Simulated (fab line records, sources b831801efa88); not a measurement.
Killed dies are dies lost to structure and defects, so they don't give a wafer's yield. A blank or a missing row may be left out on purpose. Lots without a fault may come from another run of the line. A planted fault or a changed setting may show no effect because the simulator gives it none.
fab line records | flow sky130
record lots=5 wafers=14 last_day=50
route steps=708 shown LDD_N@239 LDD_P@255 LDD_HVN@267 LDD_HVP@278 VIA3@576 PAD_OPEN@708
lots that met no fault: from a run of the same line without faults
start_h: hours from the record's first day to the start of the lot's first wafer shown | wait_h: hours since the lot's step before | " the same as in the row above | L1.1+2: a row that stands for several wafers | - no value, or no start given | * or withheld: withheld | < > ~ a bound
route shown NAME@n: a module of which the file shows steps, and the number in the route of the first | usual: mean/standard deviation of fault-free wafers | same: alike in all rows | chamber/n: place in a boat | sites: the reading at each site | _std_site: their standard deviation | _edge_site: outer sites' mean less inner sites' | radius_mm: how far each site lies from the wafer's centre | mask NAME#n: copy n | behind: the tool/chamber that last shaped the wafer | hold: why the lot was held/for how many hours/how that ended | device: the transistor (n, p or np) that didn't switch | end of line: the same wafers' tests at the end of the route | a step without rows: its recipe alone | killed: dies lost to structure and defects at the first sort, not the wafer's yield | map: a wafer's dies, x killed, . not, _ none there
set.NAME: the setting as run; set.NAME@STEP: as run at that earlier step | model.NAME: the simulator's own value behind a step, which no gauge read
lots at some steps of the route; a table a step, a row a wafer
services: from which hour (start_h, from the record's first day; less than 0 if before it) a tool's chamber was out of use, for how many hours, and why
## steps
# step SKY_LDD_N_COAT_02
# recipe resist=NOVOLAK spin_rpm=3000 resist_thk_nm=300
# step SKY_LDD_N_SOFTBAKE_03
# recipe temp_c=90 time_s=60 resist=NOVOLAK
# step SKY_LDD_N_EXPOSE_04
# recipe mask_id=NTM target_cd_nm=840 na=0.6 source_shape=conventional sigma_outer=0.6 dose_mj=110
# step SKY_LDD_N_PEB_05
# recipe temp_c=withheld time_s=* resist=NOVOLAK
# step SKY_LDD_N_DEVELOP_06
# recipe develop_time_s=60 dev_temp_c=23
# step SKY_LDD_N_OVL_MEAS_07
# usual LDD_N_OVL=-0.4/1.6
# columns lot.wafer tool chamber start_h wait_h LDD_N_OVL[nm]
L733.2 overlay-01 - 408.74 0.1 -0.4
L733.3 " - " " -0.5
L733.6 " - " " -0.8
L736.4 overlay-02 - 435.96 0.1 -0.9
L736.5 " - " " -2.1
L749.1 overlay-01 - 549.65 0.1 0.9
L749.2 " - " " 1.5
L749.5 " - " " -1.8
L750.1 overlay-01 - 560.10 0.1 1.4
L750.3 " - " " 2.2
L750.6 " - " " 0.7
L753.1 overlay-02 - 583.25 0.1 0.6
L753.3 " - " " -0.8
L753.6 " - " " -0.4
# step SKY_LDD_N_IMPLANT_08
# recipe species=As energy_kev=20 dose_cm2=7.5e+13 tilt_deg=withheld rotation_deg=23
# step SKY_LDD_N_IMPLANT_09
# recipe species=As energy_kev=20 dose_cm2=7.5e+13 tilt_deg=withheld rotation_deg=113
# step SKY_LDD_N_IMPLANT_10
# recipe species=As energy_kev=20 dose_cm2=7.5e+13 tilt_deg=withheld rotation_deg=203
# step SKY_LDD_N_IMPLANT_11
# recipe species=As energy_kev=20 dose_cm2=7.5e+13 tilt_deg=withheld rotation_deg=293
# step SKY_LDD_N_IMPLANT_12
# recipe species=BF2 energy_kev=50 dose_cm2=5e+12 tilt_deg=30 rotation_deg=0
# step SKY_LDD_N_IMPLANT_13
# recipe species=BF2 energy_kev=50 dose_cm2=5e+12 tilt_deg=30 rotation_deg=90
# step SKY_LDD_N_IMPLANT_14
# recipe species=BF2 energy_kev=50 dose_cm2=5e+12 tilt_deg=30 rotation_deg=180
# usual rotation_deg=180.01/0.036
# same implant_ion_amu=49
# columns lot.wafer tool chamber start_h wait_h rotation_deg
L733.2 implanter-02 0 409.70 0.1 179.96
L733.3 " 0 " " 180.06
L733.6 " 0 " " 180.03
L736.4 implanter-02 0 436.96 0.1 180.03
L736.5 " 0 " " 179.97
L749.1 implanter-03 0 550.58 0.1 180.01
L749.2 " 0 " " 180.02
L749.5 " 0 " " 180.04
L750.1 implanter-04 0 561.04 0.1 180.02
L750.3 " 0 " " 180.00
L750.6 " 0 " " 179.98
L753.1 implanter-04 0 584.18 0.1 180.05
L753.3 " 0 " " 180.11
L753.6 " 0 " " 180.03
# step SKY_LDD_N_IMPLANT_15
# recipe species=BF2 energy_kev=50 dose_cm2=5e+12 tilt_deg=30 rotation_deg=270
# step SKY_LDD_N_STRIP_16
# recipe chemistry=O2/N2 power_w=1400 pressure_mtorr=1500 platen_temp_c=withheld o2_flow_sccm=3000 n2_flow_sccm=300 overash_fraction=0.5
# usual chamber_pressure_mTorr=1500.0/1.4 drypump_motor_current_A=5.5/0.42 n2_flow_sccm=300.1/0.77 oes_product_au=0.406/0.004 strip_time_to_endpoint_s=4.317/0.016
# columns lot.wafer tool chamber start_h wait_h chamber_pressure_mTorr drypump_motor_current_A n2_flow_sccm oes_product_au rf_hours_counter_h strip_time_to_endpoint_s
L733.2 plasma_asher-02 0 409.97 0.1 1500.6 6.3 300.4 0.402 71 4.302
L733.3 " 1 " " 1497.6 5.1 300.3 0.406 - 4.317
L733.6 " 1 " " 1499.9 5.1 299.4 0.403 - 4.302
L736.4 plasma_asher-02 1 437.22 0.1 1500.7 5.1 298.4 0.406 - 4.324
L736.5 " 0 " " 1500.3 6.3 299.9 0.401 - 4.310
L749.1 plasma_asher-02 1 550.88 0.1 1501.6 5.1 298.9 0.416 84 4.320
L749.2 " 0 " " 1498.8 6.2 300.4 0.410 84 4.327
L749.5 " 1 " " 1499.2 5.1 300.9 0.408 - 4.307
L750.1 plasma_asher-04 1 561.34 0.1 1500.6 5.1 301.3 0.410 13 4.350
L750.3 " 1 " " 1501.1 5.1 299.6 0.402 - 4.352
L750.6 " 0 " " 1500.3 5.2 299.7 0.398 - 4.347
L753.1 plasma_asher-04 0 584.48 0.1 1497.8 5.2 301.4 0.400 16 4.322
L753.3 " 1 " " 1500.5 5.1 299.0 0.406 - 4.313
L753.6 " 0 " " 1498.5 5.2 300.9 0.413 - 4.319
# step SKY_LDD_N_TW_MEAS_17
# usual LDD_N_TW=2591/28
# columns lot.wafer tool chamber start_h wait_h LDD_N_TW
L733.2 film_metro-02 - 410.08 0.1 2571
L733.3 " - " " 2588
L733.6 " - " " 2587
L736.4 film_metro-01 - 437.31 0.1 2612
L736.5 " - " " 2633
L749.1 film_metro-02 - 550.98 0.1 2564
L749.2 " - " " 2544
L749.5 " - " " 2559
L750.1 film_metro-01 - 561.44 0.1 2608
L750.3 " - " " 2612
L750.6 " - " " 2613
L753.1 film_metro-02 - 584.58 0.1 2564
L753.3 " - " " 2576
L753.6 " - " " 2564
# step SKY_LDD_P_DEHYDRATE_00
# recipe temp_c=200 time_s=60
# step SKY_LDD_P_HMDS_01
# recipe prime_time_s=60 prime_temp_c=120
# step SKY_LDD_P_COAT_02
# recipe resist=NOVOLAK spin_rpm=3000 resist_thk_nm=1140
# step SKY_LDD_P_SOFTBAKE_03
# recipe temp_c=90 time_s=60 resist=NOVOLAK
# step SKY_LDD_P_EXPOSE_04
# recipe mask_id=PSDM na=0.6 source_shape=conventional sigma_outer=0.6 polarization=unpolarized target_cd_nm=380 dose_mj=138
# step SKY_LDD_P_PEB_05
# recipe temp_c=withheld time_s=* resist=NOVOLAK
# step SKY_LDD_P_DEVELOP_06
# recipe resist=NOVOLAK developer=TMAH develop_time_s=60 dev_temp_c=23
# step SKY_LDD_P_CD_MEAS_07
# recipe target_cd_nm=380
# usual cd_nm=379.7/2.5
# columns lot.wafer tool chamber start_h wait_h cd_nm
L733.2 cd_sem-02 - 439.70 0.1 379.3
L733.3 " - " " 381.6
L733.6 " - " " 382.7
L736.4 cd_sem-02 - 467.80 0.1 382.4
L736.5 " - " " 382.8
L749.1 cd_sem-01 - 580.25 0.1 376.0
L749.2 " - " " 377.7
L749.5 " - " " 379.5
L750.1 cd_sem-01 - 590.63 0.1 378.1
L750.3 " - " " 378.7
L750.6 " - " " 375.2
L753.1 cd_sem-01 - 613.50 0.1 379.8
L753.3 " - " " 380.0
L753.6 " - " " 379.0
# step SKY_LDD_P_OVL_MEAS_08
# usual LDD_P_OVL=0.2/1.4
# columns lot.wafer tool chamber start_h wait_h LDD_P_OVL[nm]
L733.2 overlay-02 - 439.81 0.1 -0.1
L733.3 " - " " -0.2
L733.6 " - " " 0.1
L736.4 overlay-02 - 467.87 0.1 1.1
L736.5 " - " " 0.4
L749.1 overlay-02 - 580.37 0.1 0.0
L749.2 " - " " 0.3
L749.5 " - " " 0.2
L750.1 overlay-02 - 590.75 0.1 -0.1
L750.3 " - " " 1.6
L750.6 " - " " 1.1
L753.1 overlay-02 - 613.62 0.1 -0.5
L753.3 " - " " 1.4
L753.6 " - " " -0.9
# step SKY_LDD_P_IMPLANT_09
# recipe species=BF2 energy_kev=25 dose_cm2=1e+13 tilt_deg=withheld
# step SKY_LDD_P_STRIP_10
# recipe chemistry=O2/N2 power_w=1400 pressure_mtorr=1500 platen_temp_c=withheld o2_flow_sccm=3000 n2_flow_sccm=300 overash_fraction=0.5
# usual chamber_pressure_mTorr=1500.1/1.4 drypump_motor_current_A=5.7/0.37 n2_flow_sccm=300.1/0.95 oes_product_au=0.715/0.0051 strip_time_to_endpoint_s=14.180/0.029
# columns lot.wafer tool chamber start_h wait_h chamber_pressure_mTorr drypump_motor_current_A n2_flow_sccm oes_product_au rf_hours_counter_h strip_time_to_endpoint_s
L733.2 plasma_asher-01 1 439.99 0.1 1498.6 6.1 300.9 0.707 31 14.181
L733.3 " 1 " " 1499.6 6.1 298.8 0.722 - 14.174
L733.6 " 1 " " 1499.3 6.2 299.7 0.711 - 14.209
L736.4 plasma_asher-01 0 468.08 0.1 1499.0 5.3 298.3 0.715 - 14.154
L736.5 " 1 " " 1500.1 6.2 298.8 0.712 - 14.192
L749.1 plasma_asher-03 0 580.56 0.1 1501.2 5.7 299.8 0.712 77 14.240
L749.2 " 1 " " 1499.0 5.6 298.0 0.711 77 14.195
L749.5 " 1 " " 1500.9 5.6 298.7 0.720 - 14.238
L750.1 plasma_asher-03 1 590.94 0.1 1501.9 5.6 300.5 0.708 78 14.165
L750.3 " 0 " " 1500.6 5.7 299.8 0.709 - 14.164
L750.6 " 1 " " 1499.1 5.6 301.2 0.711 - 14.181
L753.1 plasma_asher-03 1 613.81 0.1 1500.8 5.6 298.7 0.719 80 14.169
L753.3 " 1 " " 1499.4 5.6 299.7 0.723 - 14.184
L753.6 " 0 " " 1498.6 5.7 299.7 0.720 - 14.142
# step SKY_LDD_P_TW_MEAS_11
# usual LDD_P_TW=638/5.2
# columns lot.wafer tool chamber start_h wait_h LDD_P_TW
L733.2 film_metro-03 - 440.10 0.1 643
L733.3 " - " " 640
L733.6 " - " " 639
L736.4 film_metro-04 - 468.17 0.1 643
L736.5 " - " " 642
L749.1 film_metro-03 - 580.66 0.1 633
L749.2 " - " " 634
L749.5 " - " " 632
L750.1 film_metro-03 - 591.04 0.1 635
L750.3 " - " " 637
L750.6 " - " " 636
L753.1 film_metro-03 - 613.91 0.1 632
L753.3 " - " " 635
L753.6 " - " " 631
# step SKY_LDD_HVN_DEHYDRATE_00
# recipe temp_c=200 time_s=60
# step SKY_LDD_HVN_HMDS_01
# recipe prime_time_s=60 prime_temp_c=120
# step SKY_LDD_HVN_COAT_02
# recipe resist=NOVOLAK spin_rpm=3000 resist_thk_nm=300
# step SKY_LDD_HVN_SOFTBAKE_03
# recipe temp_c=90 time_s=60 resist=NOVOLAK
# step SKY_LDD_HVN_EXPOSE_04
# recipe mask_id=HVNTM na=0.6 source_shape=conventional sigma_outer=0.6 polarization=unpolarized target_cd_nm=700 dose_mj=127
# step SKY_LDD_HVN_PEB_05
# recipe temp_c=withheld time_s=* resist=NOVOLAK
# step SKY_LDD_HVN_DEVELOP_06
# recipe resist=NOVOLAK developer=TMAH develop_time_s=60 dev_temp_c=23
# step SKY_LDD_HVN_OVL_MEAS_07
# usual LDD_HVN_OVL=0.5/1.4
# columns lot.wafer tool chamber start_h wait_h LDD_HVN_OVL[nm]
L733.2 overlay-01 - 470.35 0.1 2.7
L733.3 " - " " 3.7
L733.6 " - " " 3.1
L736.4 overlay-02 - 498.15 0.1 -0.4
L736.5 " - " " 0.6
L749.1 overlay-02 - 609.40 0.1 -3.2
L749.2 " - " " -1.9
L749.5 " - " " -4.2
L750.1 overlay-01 - 620.44 0.1 -0.8
L750.3 " - " " 0.8
L750.6 " - " " 1.0
L753.1 overlay-02 - 642.49 0.1 0.4
L753.3 " - " " 1.3
L753.6 " - " " 2.3
# step SKY_LDD_HVN_IMPLANT_08
# recipe species=P energy_kev=60 dose_cm2=3e+13 tilt_deg=40
# step SKY_LDD_HVN_STRIP_09
# recipe chemistry=O2/N2 power_w=1400 pressure_mtorr=1500 platen_temp_c=withheld o2_flow_sccm=3000 n2_flow_sccm=300 overash_fraction=0.5
# usual chamber_pressure_mTorr=1500.0/1.4 drypump_motor_current_A=5.5/0.35 n2_flow_sccm=300.1/0.9 oes_product_au=0.408/0.005 strip_time_to_endpoint_s=4.134/0.015
# columns lot.wafer tool chamber start_h wait_h chamber_pressure_mTorr drypump_motor_current_A n2_flow_sccm oes_product_au rf_hours_counter_h strip_time_to_endpoint_s
L733.2 plasma_asher-01 0 470.53 0.1 1501.9 5.3 299.5 0.410 34 4.104
L733.3 " 1 " " 1500.6 6.2 299.7 0.406 - 4.155
L733.6 " 1 " " 1498.4 6.2 300.3 0.414 - 4.142
L736.4 plasma_asher-04 0 498.36 0.1 1501.1 5.2 300.5 0.413 - 4.155
L736.5 " 0 " " 1500.6 5.2 300.5 0.422 - 4.166
L749.1 plasma_asher-04 0 609.58 0.1 1499.3 5.2 300.8 0.411 18 4.131
L749.2 " 1 " " 1500.2 5.1 298.6 0.397 18 4.132
L749.5 " 1 " " 1499.1 5.1 298.9 0.406 - 4.127
L750.1 plasma_asher-01 1 620.62 0.1 1500.0 6.1 300.2 0.404 50 4.155
L750.3 " 0 " " 1500.2 5.3 300.5 0.409 - 4.113
L750.6 " 1 " " 1501.3 6.1 300.2 0.405 - 4.159
L753.1 plasma_asher-03 1 642.67 0.1 1501.2 5.6 299.0 0.410 83 4.137
L753.3 " 1 " " 1501.0 5.6 300.2 0.412 - 4.144
L753.6 " 1 " " 1501.2 5.6 299.8 0.411 - 4.141
# step SKY_LDD_HVN_TW_MEAS_10
# usual LDD_HVN_TW=1438/14
# columns lot.wafer tool chamber start_h wait_h LDD_HVN_TW
L733.2 film_metro-03 - 470.64 0.1 1450
L733.3 " - " " 1451
L733.6 " - " " 1441
L736.4 film_metro-02 - 498.45 0.1 1428
L736.5 " - " " 1421
L749.1 film_metro-02 - 609.68 0.1 1421
L749.2 " - " " 1426
L749.5 " - " " 1420
L750.1 film_metro-01 - 620.72 0.1 1461
L750.3 " - " " 1468
L750.6 " - " " 1466
L753.1 film_metro-02 - 642.77 0.1 1419
L753.3 " - " " 1417
L753.6 " - " " 1424
# step SKY_LDD_HVP_DEHYDRATE_00
# recipe temp_c=200 time_s=60
# step SKY_LDD_HVP_HMDS_01
# recipe prime_time_s=60 prime_temp_c=120
# step SKY_LDD_HVP_COAT_02
# recipe resist=NOVOLAK spin_rpm=3000 resist_thk_nm=300
# step SKY_VIA3_BOW_MEAS_03
# recipe mode=bow
# usual VIA3_BOW=81/7.5
# columns lot.wafer tool chamber start_h wait_h hold VIA3_BOW[um]
L733.2 film_metro-02 - 905.74 0.2 - 75
L733.3 " - " " - 89
L733.6 " - " " - 77
L736.4 film_metro-03 - 930.88 0.3 await_dispo/0.2h/release 76
L736.5 " - " " await_dispo/0.2h/release 70
L736.4 film_metro-03 - 931.17 0.3 - -
L736.5 " - " " - -
L749.1 film_metro-03 - 1017.39 0.1 - 76
L749.2 " - " " - 76
L749.5 " - " " - 82
L750.1 film_metro-02 - 1025.34 0.1 - 74
L750.3 " - " " - 86
L750.6 " - " " - 88
L753.1 film_metro-02 - 1049.22 0.1 - 86
L753.3 " - " " - 77
L753.6 " - " " - 91
# step SKY_VIA3_DEHYDRATE_04
# recipe temp_c=200 time_s=60
# columns lot.wafer tool chamber start_h wait_h hold
L733.2+3+6 litho_track-03 0 918.42 12.7 -
L736.4+5 litho_track-03 0 942.32 11.1 await_dispo/3.3h/release
L749.1+2+5 litho_track-04 0 1027.84 10.4 -
L750.1+3+6 litho_track-03 0 1035.90 10.5 -
L753.1+3+6 litho_track-02 0 1059.15 9.9 -
# step SKY_PAD_OPEN_PROBE_99
# usual killed_at_M0_to_M3=43/6.5 killed_at_M4_up=3.1/1.8 killed_at_contacts=24/5.6 killed_at_front_end=15/4.2 killed_at_other=0.3/0.5 killed_dies=86/8.9 killed_open=47/6.9 killed_short=39/5.9
# same gross_dies=492 killed_at_back_side=0
# columns lot.wafer tool chamber start_h wait_h killed_at_M0_to_M3 killed_at_M4_up killed_at_contacts killed_at_front_end killed_at_other killed_dies killed_open killed_short model.etest.nfet_01v8.drive_ua_um_range model.etest.nfet_01v8.drive_ua_um_rim_less_centre model.etest.nfet_01v8_swapped.vt_sat_v model.etest.nfet_01v8.vt_v_range model.etest.nfet_01v8_swapped.vt_v model.etest.nfet_01v8.vt_v model.etest.nfet_01v8_lvt.vt_v model.etest.nfet_01v8.vt_v_rim_less_centre
L733.2 prober-02 - 1076.94 0.1 41 3 21 13 1 79 42 37 10.51 8.511 0.6356 0.0101 0.6852 0.6856 0.5986 -0.002448
L733.3 prober-02 - 1076.99 0.2 34 3 27 12 0 76 40 36 6.442 4.047 0.6411 0.01347 0.6867 0.6867 0.5996 -0.0002266
L733.6 prober-02 - 1077.14 0.2 44 1 18 22 0 85 52 33 9.086 5.102 0.6432 0.008264 0.6878 0.6881 0.604 0.0009572
L736.4 prober-01 - 1097.13 0.2 34 0 39 21 1 95 61 34 21.44 -4.932 0.6213 0.02293 0.6865 0.6873 0.6025 0.005868
L736.5 prober-01 - 1097.18 0.2 34 1 24 17 0 76 32 44 9.686 -6.435 0.6515 0.0118 0.6998 0.7002 0.606 0.0004478
L749.1 prober-01 - 1167.31 0.1 34 6 30 16 0 86 43 43 11.82 0.9219 0.6464 0.01286 0.692 0.6915 0.6085 -0.01023
L749.2 prober-01 - 1167.36 0.1 38 6 22 18 0 84 47 37 9.866 3.029 0.6457 0.008406 0.6951 0.695 0.6039 -0.002727
L749.5 prober-01 - 1167.51 0.2 42 1 23 13 0 79 43 36 13.16 4.777 0.6412 0.006129 0.6894 0.6895 0.6012 -0.001836
L750.1 prober-02 - 1174.86 0.1 45 1 26 16 0 88 45 43 13.37 -4.688 0.6511 0.01112 0.6984 0.698 0.6137 0.00152
L750.3 prober-02 - 1174.96 0.2 42 4 26 16 1 89 46 43 8.725 1.696 0.6476 0.01471 0.6985 0.6983 0.6139 0.007913
L750.6 prober-02 - 1175.11 0.2 51 2 25 17 0 95 55 40 9.984 0.02038 0.6425 0.009785 0.694 0.6941 0.6062 0.001233
L753.1 prober-01 - 1189.41 0.1 42 4 30 9 2 87 56 31 12.88 7.251 0.6527 0.0104 0.6994 0.6992 0.6101 0.0001413
L753.3 prober-01 - 1189.51 0.2 42 5 29 13 0 89 50 39 6.194 1.627 0.6563 0.008244 0.7003 0.6993 0.6128 0.002775
L753.6 prober-01 - 1189.66 0.2 48 3 17 19 0 87 50 37 7.008 -2.44 0.6542 0.012 0.7005 0.6999 0.6116 0.001129
# killed by level:class
L733.2 CONTACT:geometric_particle:open=9 VIA3:geometric_particle:short=8 POLY_GATE:geometric_particle:short=6 VIA3:geometric_particle:open=6 VIA1:geometric_particle:open=5 VIA2:geometric_particle:open=5 LOCAL_INTERCONNECT:geometric_particle:short=4 METAL1:geometric_particle:short=4
L733.3 CONTACT:geometric_particle:open=14 VIA1:geometric_particle:open=7 METAL2:geometric_particle:short=6 POLY_GATE:geometric_particle:short=5 METAL1:geometric_particle:short=5 VIA2:geometric_particle:open=5 LI_CONTACT:geometric_particle:open=4 CONTACT:geometric_particle:short=4
L733.6 VIA1:geometric_particle:open=11 VIA2:geometric_particle:open=9 CONTACT:geometric_particle:open=8 POLY_GATE:geometric_particle:open=7 VIA3:geometric_particle:open=7 METAL2:geometric_particle:short=5 LI_CONTACT:geometric_particle:open=5 VIA3:geometric_particle:short=5
L736.4 CONTACT:geometric_particle:open=17 LI_CONTACT:geometric_particle:open=11 VIA1:geometric_particle:open=8 VIA3:geometric_particle:open=7 POLY_GATE:geometric_particle:open=5 LOCAL_INTERCONNECT:geometric_particle:short=5 POLY_GATE:geometric_particle:short=4 LI_CONTACT:geometric_particle:short=4
L736.5 CONTACT:geometric_particle:open=7 CONTACT:geometric_particle:short=7 METAL2:geometric_particle:short=7 VIA1:geometric_particle:open=6 VIA3:geometric_particle:open=6 LOCAL_INTERCONNECT:geometric_particle:short=5 POLY_GATE:geometric_particle:short=4 METAL1:geometric_particle:short=4
L749.1 CONTACT:geometric_particle:open=11 VIA1:geometric_particle:open=9 CONTACT:geometric_particle:short=8 METAL4:geometric_particle:short=6 LI_CONTACT:geometric_particle:open=5 LOCAL_INTERCONNECT:geometric_particle:short=5 METAL2:geometric_particle:short=5 VIA3:geometric_particle:open=4
L749.2 VIA1:geometric_particle:open=9 LI_CONTACT:geometric_particle:open=8 FIELD_ISO:geometric_particle:open=6 CONTACT:geometric_particle:open=6 METAL1:geometric_particle:short=6 VIA2:geometric_particle:short=5 METAL3:geometric_particle:short=5 POLY_GATE:geometric_particle:open=4
L749.5 VIA1:geometric_particle:open=12 VIA2:geometric_particle:open=8 LI_CONTACT:geometric_particle:short=6 LI_CONTACT:geometric_particle:open=6 VIA1:geometric_particle:short=6 CONTACT:geometric_particle:open=5 METAL2:geometric_particle:short=5 POLY_GATE:geometric_particle:short=4
L750.1 VIA3:geometric_particle:open=9 METAL1:geometric_particle:short=8 VIA1:geometric_particle:open=8 CONTACT:geometric_particle:open=7 LI_CONTACT:geometric_particle:open=7 VIA1:geometric_particle:short=6 FIELD_ISO:geometric_particle:short=5 POLY_GATE:geometric_particle:open=5
L750.3 VIA1:geometric_particle:open=14 LI_CONTACT:geometric_particle:open=8 CONTACT:geometric_particle:short=7 CONTACT:geometric_particle:open=7 VIA1:geometric_particle:short=7 VIA3:geometric_particle:open=4 METAL2:geometric_particle:short=4 VIA2:geometric_particle:open=4
L750.6 CONTACT:geometric_particle:open=13 VIA2:geometric_particle:open=8 VIA3:geometric_particle:open=8 VIA1:geometric_particle:open=7 METAL3:geometric_particle:short=6 LI_CONTACT:geometric_particle:open=5 VIA1:geometric_particle:short=5 POLY_GATE:geometric_particle:short=4
L753.1 CONTACT:geometric_particle:open=11 VIA1:geometric_particle:open=9 LI_CONTACT:geometric_particle:open=8 VIA2:geometric_particle:open=8 VIA3:geometric_particle:open=5 METAL2:geometric_particle:short=5 LOCAL_INTERCONNECT:geometric_particle:open=4 CONTACT:geometric_particle:short=4
L753.3 VIA1:geometric_particle:open=9 CONTACT:geometric_particle:open=9 VIA3:geometric_particle:open=9 LI_CONTACT:geometric_particle:open=8 POLY_GATE:geometric_particle:short=5 LOCAL_INTERCONNECT:geometric_particle:short=5 FIELD_ISO:geometric_particle:open=4 VIA2:geometric_particle:open=4
L753.6 VIA1:geometric_particle:open=11 POLY_GATE:geometric_particle:open=9 VIA2:geometric_particle:open=8 METAL2:geometric_particle:short=7 LI_CONTACT:geometric_particle:open=5 CONTACT:geometric_particle:open=5 VIA3:geometric_particle:open=5 POLY_GATE:geometric_particle:short=4
## services
# columns tool chamber start_h hours kind
plasma_asher-02 - 389.29 1.5 repair
plasma_asher-04 - 421.25 9.0 pm
plasma_asher-02 - 437.96 3.0 pm
plasma_asher-01 - 562.07 1.5 repair
plasma_asher-03 - 571.94 4.1 repair
plasma_asher-03 - 584.82 1.6 repair
plasma_asher-03 - 621.27 2.5 repair
plasma_asher-01 - 636.05 6.1 repair
plasma_asher-04 - 672.66 10.0 pm
plasma_asher-04 - 690.14 21.0 repair
plasma_asher-03 - 690.31 0.4 repair
plasma_asher-01 - 694.85 2.8 pm
plasma_asher-03 - 761.68 0.8 repair
plasma_asher-03 - 803.68 15.6 repair
plasma_asher-04 - 863.65 2.8 pm
plasma_asher-03 - 890.27 4.5 repair
plasma_asher-03 - 903.29 0.5 repair
plasma_asher-03 - 925.76 0.8 repair
plasma_asher-04 - 938.18 7.6 repair
plasma_asher-01 - 939.41 0.7 repair
plasma_asher-03 - 952.52 6.6 repair
plasma_asher-03 - 960.43 3.4 repair
plasma_asher-01 - 1017.28 7.1 repair
plasma_asher-03 - 1055.25 9.0 pm
## key
first_sign none at tools or gauges
model_effect step=SKY_PAD_OPEN_PROBE_99 value=etest.nfet_01v8.drive_ua_um_range without=9.742 struck=21.44
met_at SKY_LDD_N_IMPLANT_14
struck_wafers L736.4
tester_left_out L736
onset_between 409.70 436.96
fault kind=process_parameter_drift tool=implanter-02 chamber=- onset_h=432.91 steps=SKY_LDD_N_IMPLANT_14 channel=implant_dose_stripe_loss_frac offset=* shape=step end_h=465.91 scope=struck_wafers_only
# tester_left_out: of these lots the tester's yield and bins aren't shown, on N5 and GAA mostly nor the transistor test; their killed dies are dies lost to structure and defects alone, not to doping, threshold or leakage, so they don't give the yield
